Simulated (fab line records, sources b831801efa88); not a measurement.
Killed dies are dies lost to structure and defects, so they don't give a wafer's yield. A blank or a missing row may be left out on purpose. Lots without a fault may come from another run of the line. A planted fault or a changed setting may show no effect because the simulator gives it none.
Chamber matching | flow gf180mcu | GF_V3_CMP_04 on cmp-01: 4 sister chambers
The step polishes SiO2. 8 wafers are shown with their chamber, then 12 later ones without.

WAFERS WITH THEIR CHAMBER
wafer  | chamber | motor_current_A (A) | head_pressure_psi (psi)
L087.1 | 0       | 14.1                | 4.008
L088.3 | 2       | 12.5                | 4.010
L088.5 | 1       | 13.1                | 3.984
L089.5 | 3       | 12.4                | 3.998
L089.6 | 0       | 14.3                | 3.989
L093.4 | 1       | 12.8                | 3.996
L093.5 | 3       | 12.8                | 4.000
L093.6 | 2       | 11.5                | 4.012

WAFERS WITHOUT THEIR CHAMBER
wafer  | motor_current_A (A) | head_pressure_psi (psi)
L092.3 | 12.1                | 4.004
L092.4 | 14.1                | 3.993
L092.5 | 12.7                | 4.009
L094.1 | 12.0                | 3.991
L094.4 | 12.7                | 3.999
L094.6 | 14.4                | 4.001
L095.1 | 13.2                | 3.993
L095.2 | 12.4                | 4.003
L095.6 | 13.4                | 3.992
L096.2 | 11.6                | 4.006
L096.3 | 12.1                | 4.006
L096.4 | 12.6                | 4.006

WHICH CHAMBER EACH WENT THROUGH
wafer  | from the rows above          | in truth
L092.3 | can't be placed: 2 or 3 or 1 | 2
L092.4 | 0                            | 0
L092.5 | can't be placed: 3 or 2 or 1 | 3
L094.1 | can't be placed: 3 or 1 or 2 | 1
L094.4 | can't be placed: 3 or 1      | 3
L094.6 | 0                            | 0
L095.1 | can't be placed: 1 or 3 or 0 | 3
L095.2 | can't be placed: 3 or 2 or 1 | 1
L095.6 | can't be placed: 1 or 0 or 3 | 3
L096.2 | can't be placed: 2 or 3      | 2
L096.3 | can't be placed: 2 or 3      | 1
L096.4 | can't be placed: 3 or 2 or 1 | 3
Placed correctly: 2 of 12. Can't be placed from these rows: 10 (the true chamber is among the candidates in 9). Placed wrongly: 0.
How it was worked out, from the rows above alone: a wafer's distance from a chamber is the root of the sum, over the readings, of the square of ((its reading less the chamber's mean) divided by the reading's scatter). The wafer belongs to the nearest chamber; if the next one is less than 2 further off, it can't be placed. A chamber's mean is the mean of its shown wafers. The scatter: the root of (the sum of the squares of (reading less its chamber's mean) over the shown wafers, divided by (wafers less chambers)).
